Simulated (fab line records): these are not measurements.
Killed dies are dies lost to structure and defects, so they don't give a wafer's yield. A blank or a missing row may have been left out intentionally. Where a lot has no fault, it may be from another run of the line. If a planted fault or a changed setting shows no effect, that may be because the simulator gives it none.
The tool behind it: which one? | flow gf180mcu | 12 lots with 34 wafers sampled at 5 steps, on a route of 602 steps

== WHAT THE GAUGES SHOWED, per wafer ==
GF_M1_OVL_MEAS_15. Usual: M1_OVL gives -1 nm (standard deviation 6).
lot  | measured     | on         | M1_OVL (nm) | flag
L550 | day 17 14:39 | overlay-02 | -13 1 4     |
L552 | day 17 23:37 | overlay-01 | -4 1 6      |
L555 | day 19 16:22 | overlay-01 | 2 -11 -4    |
L556 | day 20 02:18 | overlay-02 | 3 3 -1      |
L558 | day 20 13:43 | overlay-02 | -7 2 1      |
L559 | day 21 08:42 | overlay-02 | 10 5 -1     |
L560 | day 21 15:08 | overlay-02 | -8 -10 8    |
L561 | day 21 19:31 | overlay-01 | -1 1        |
L563 | day 22 14:49 | overlay-01 | -7 0        |
L567 | day 23 17:49 | overlay-02 | 7 7 16      |
L568 | day 24 04:23 | overlay-01 | -10 1 5     |
L571 | day 25 01:22 | overlay-02 | 4 0 0       |

GF_V1_THK_MEAS_03. Usual: V1_CVD_02_THK gives 851 nm (standard deviation 11).
lot  | measured     | on            | V1_CVD_02_THK (nm) | flag
L550 | day 17 15:34 | film metro-02 | 839 837 862        |
L552 | day 18 00:34 | film metro-02 | 856 841 854        |
L555 | day 19 17:27 | film metro-03 | 860 865 858        |
L556 | day 20 03:12 | film metro-04 | 838 839 856        |
L558 | day 20 14:38 | film metro-03 | 847 855 860        |
L559 | day 21 09:37 | film metro-03 | 826 780 852        |
L560 | day 21 16:04 | film metro-04 | 842 844 871        |
L561 | day 21 20:27 | film metro-04 | 784 858            |
L563 | day 22 15:46 | film metro-03 | 790 871            |
L567 | day 23 18:44 | film metro-03 | 851 874 876        |
L568 | day 24 05:19 | film metro-03 | 845 867 850        |
L571 | day 25 02:16 | film metro-04 | 861 863 874        |

== WHAT TOOL EACH LOT RAN ON (gives the tool, then ch and the chambers of the sampled wafers, and finally the start) ==
lot  | GF_M1_SPUTTER_01             | GF_M1_SPUTTER_04             | GF_V1_CVD_02
L550 | pvd sputter-02, day 16 14:56 | pvd sputter-02, day 16 15:01 | pecvd-03 ch 0,1, day 17 15:29
L552 | pvd sputter-02, day 17 00:55 | pvd sputter-02, day 17 01:00 | pecvd-04 ch 0,1,2, day 18 00:30
L555 | pvd sputter-02, day 18 16:04 | pvd sputter-02, day 18 16:08 | pecvd-03 ch 0,2, day 19 17:21
L556 | pvd sputter-04, day 19 02:05 | pvd sputter-04, day 19 02:10 | pecvd-04 ch 0,1, day 20 03:08
L558 | pvd sputter-04, day 19 13:40 | pvd sputter-04, day 19 13:44 | pecvd-02 ch 0,1,2, day 20 14:32
L559 | pvd sputter-02, day 20 08:25 | pvd sputter-02, day 20 08:30 | pecvd-04 ch 0,1,2, day 21 09:32
L560 | pvd sputter-02, day 20 14:44 | pvd sputter-02, day 20 14:49 | pecvd-02 ch 0,1, day 21 15:59
L561 | pvd sputter-01, day 20 19:28 | pvd sputter-01, day 20 19:34 | pecvd-04 ch 0,1, day 21 20:23
L563 | pvd sputter-01, day 21 15:19 | pvd sputter-01, day 21 15:24 | pecvd-04 ch 0,1, day 22 15:42
L567 | pvd sputter-01, day 22 18:59 | pvd sputter-01, day 22 19:04 | pecvd-02 ch 1,2, day 23 18:38
L568 | pvd sputter-01, day 23 06:08 | pvd sputter-01, day 23 06:13 | pecvd-02 ch 0,1,2, day 24 05:15
L571 | pvd sputter-04, day 24 02:59 | pvd sputter-04, day 24 03:04 | pecvd-02 ch 0,1,2, day 25 02:11
- GF_M1_SPUTTER_01: material TiN, target thk 30 nm, time 25 s.
- GF_M1_SPUTTER_04: material TiN, target thk 50 nm, time 41.7 s.
- GF_V1_CVD_02: deposits SiO2 from TEOS, target thk 850 nm, time 94.851 s.

== AS READ BY THE TOOLS THEMSELVES (means over the sampled wafers that have a number; for cases with no such wafer, the mark the record gives instead) ==
GF_M1_SPUTTER_01. Usual: throttle valve pct at 30.6 %, with a standard deviation of 1.
lot  | tool           | throttle valve pct (%) | flag
L550 | pvd sputter-02 | 29.6                   |
L552 | pvd sputter-02 | 30.1                   |
L555 | pvd sputter-02 | 29.5                   |
L556 | pvd sputter-04 | 31.0                   |
L558 | pvd sputter-04 | 30.6                   |
L559 | pvd sputter-02 | 30.1                   |
L560 | pvd sputter-02 | 30.2                   |
L561 | pvd sputter-01 | 30.4                   |
L563 | pvd sputter-01 | 31.2                   |
L567 | pvd sputter-01 | 30.1                   |
L568 | pvd sputter-01 | 30.4                   |
L571 | pvd sputter-04 | 30.6                   |

GF_M1_SPUTTER_04. Usual: throttle valve pct at 30.6 %, with a standard deviation of 1.
lot  | tool           | throttle valve pct (%) | flag
L550 | pvd sputter-02 | 29.5                   |
L552 | pvd sputter-02 | 30.0                   |
L555 | pvd sputter-02 | 29.5                   |
L556 | pvd sputter-04 | 30.9                   |
L558 | pvd sputter-04 | 30.5                   |
L559 | pvd sputter-02 | 30.1                   |
L560 | pvd sputter-02 | 30.3                   |
L561 | pvd sputter-01 | 30.7                   |
L563 | pvd sputter-01 | 31.3                   |
L567 | pvd sputter-01 | 30.1                   |
L568 | pvd sputter-01 | 30.4                   |
L571 | pvd sputter-04 | 30.8                   |

GF_V1_CVD_02. Usual: heater power w 688 W, standard deviation 110; run length s 122.5 s, standard deviation 0.78.
lot  | tool     | heater power w (W) | run length s (s) | flag
L550 | pecvd-03 | 788                | 122.0            |
L552 | pecvd-04 | 673                | 122.5            |
L555 | pecvd-03 | 714                | 123.1            |
L556 | pecvd-04 | 654                | 122.2            |
L558 | pecvd-02 | 729                | 122.4            |
L559 | pecvd-04 | 692                | 120.0            | OFF
L560 | pecvd-02 | 668                | 122.1            |
L561 | pecvd-04 | 546                | 118.5            | OFF
L563 | pecvd-04 | 604                | 118.2            | OFF
L567 | pecvd-02 | 731                | 122.6            |
L568 | pecvd-02 | 749                | 122.6            |
L571 | pecvd-02 | 732                | 122.4            |

== THE ANSWER, worked out from the rows above alone ==
Rule: take the mean of a lot's wafers that have a number; if it is more than 3 standard deviations from the usual mean, the lot is off. A lot without any number at a reading at which 4 lots or more have one is off too. Where the step has rows for the other lots, those lots are counted as sound. Order of review: gauges by route order, followed by the tools' own readings, for which a lot's mean as printed above is used. At the first step where some lot is off, the reading lying furthest off is the one used; lots without a number count as furthest.
Off, at GF_V1_CVD_02 on run length s: L559, L561, L563.
If a tool, at that step or one of the process steps before it, ran each lot that is off and ran no sound lot following the first of them, it fits. One fits: pecvd-04 at GF_V1_CVD_02. A fault onset in the window from L556 (day 20 03:08, its last sound lot) to L559 (day 21 09:32, its first lot off) fits.
On the lots that are off, the tool's own readings at GF_V1_CVD_02 differ by more than 5 times the standard deviation of the sound lots' means, which bears it out; run length s reads 118.9 s there versus 122.4 s on the sound lots.

== WHAT HAD BEEN PUT IN BY THE SIMULATOR ==
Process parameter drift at GF_V1_CVD_02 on pecvd-04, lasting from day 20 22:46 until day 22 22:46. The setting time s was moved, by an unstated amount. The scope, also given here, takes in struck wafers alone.
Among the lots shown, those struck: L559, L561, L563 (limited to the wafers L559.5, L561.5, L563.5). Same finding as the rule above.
